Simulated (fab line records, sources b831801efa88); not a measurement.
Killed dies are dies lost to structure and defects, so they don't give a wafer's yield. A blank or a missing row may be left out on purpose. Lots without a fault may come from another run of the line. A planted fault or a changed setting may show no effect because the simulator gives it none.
Tool commonality check | flow gf180mcu | 13 lots, 39 wafers sampled

WHY IT WAS OPENED
At GF_NSD_TW_MEAS_12 the reading NSD_TW is flagged on 3 of 13 lots. Wafers without a fault read 4262, standard deviation 38.
Rule: a lot is flagged when every wafer of it that has a number lies more than 4 standard deviations from that mean, or none has a number. The other lots count as sound.

lot  | measured     | on            | NSD_TW, wafer by wafer | flag
L498 | day 13 13:13 | film_metro-03 | 4324 4317 4309         |
L501 | day 15 04:35 | film_metro-03 | 4312 4303 4299         |
L504 | day 15 22:43 | film_metro-01 | 4274 4284 4278         |
L505 | day 16 14:30 | film_metro-01 | 4271 4288 4272         |
L506 | day 16 19:34 | film_metro-01 | 4257 4282 4264         |
L508 | day 17 06:29 | film_metro-03 | 4259 4260 4274         |
L512 | day 18 12:06 | film_metro-01 | 30 30 30               | FLAGGED
L514 | day 19 06:36 | film_metro-03 | 4239 4265 4241         |
L515 | day 19 14:37 | film_metro-02 | 30 30 30               | FLAGGED
L516 | day 20 01:00 | film_metro-01 | 30 30 30               | FLAGGED
L517 | day 20 09:17 | film_metro-03 | 4329 4340 4312         |
L519 | day 20 22:44 | film_metro-02 | 4223 4249 4231         |
L520 | day 21 18:57 | film_metro-03 | 4288 4295 4278         |
The numbers of the flagged lots are 30 on average: -4232 against the usual, or -99 or more standard deviations.

WHICH TOOL RAN EACH LOT
The record holds 1 process step before the reading, out of a route of 602 steps. In each cell: the tool, then ch and the chambers that the sampled wafers went through, then the start.
lot  | flag    | GF_NSD_DEVELOP_06
L498 |         | litho_track-01 ch 0, day 13 12:32
L501 |         | litho_track-03 ch 0, day 15 03:53
L504 |         | litho_track-01 ch 0, day 15 22:01
L505 |         | litho_track-03 ch 0, day 16 13:50
L506 |         | litho_track-02 ch 0, day 16 18:53
L508 |         | litho_track-02 ch 0, day 17 05:47
L512 | FLAGGED | litho_track-01 ch 0, day 18 11:23
L514 |         | litho_track-02 ch 0, day 19 05:55
L515 | FLAGGED | litho_track-01 ch 0, day 19 13:56
L516 | FLAGGED | litho_track-01 ch 0, day 20 00:17
L517 |         | litho_track-03 ch 0, day 20 08:35
L519 |         | litho_track-03 ch 0, day 20 22:03
L520 |         | litho_track-03 ch 0, day 21 18:16
What these steps do:
- GF_NSD_DEVELOP_06: develop time 60 s.
- GF_NSD_TW_MEAS_12

FLAGGED OVER TOTAL, TOOL BY TOOL (the gauges that took the reading come last)
step              | tool           | lots run | flagged | share of the flagged lots | sound lots run after its first flagged lot
GF_NSD_DEVELOP_06 | litho_track-01 | 5        | 3       | all                       | 0
GF_NSD_DEVELOP_06 | litho_track-02 | 3        | 0       | none                      | -
GF_NSD_DEVELOP_06 | litho_track-03 | 5        | 0       | none                      | -
GF_NSD_TW_MEAS_12 | film_metro-01  | 5        | 2       | some                      | 0
GF_NSD_TW_MEAS_12 | film_metro-02  | 2        | 1       | some                      | 1 (L519)
GF_NSD_TW_MEAS_12 | film_metro-03  | 6        | 0       | none                      | -

WHAT THE TABLE ALLOWS
1 row of the table ran every flagged lot: litho_track-01 at GF_NSD_DEVELOP_06.
- litho_track-01 at GF_NSD_DEVELOP_06: 3 of its 5 lots flagged. Its last sound lot is L504 (day 15 22:01), its first flagged lot L512 (day 18 11:23): a fault that began between those two fits.
One tool is left: litho_track-01 at GF_NSD_DEVELOP_06.

WHAT THE SIMULATOR HAD PUT IN
Process parameter drift: litho_track-01, from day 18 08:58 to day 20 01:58, at GF_NSD_DEVELOP_06. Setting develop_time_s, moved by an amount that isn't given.
Lots struck among those shown: L512, L515, L516. The rule above found the same.
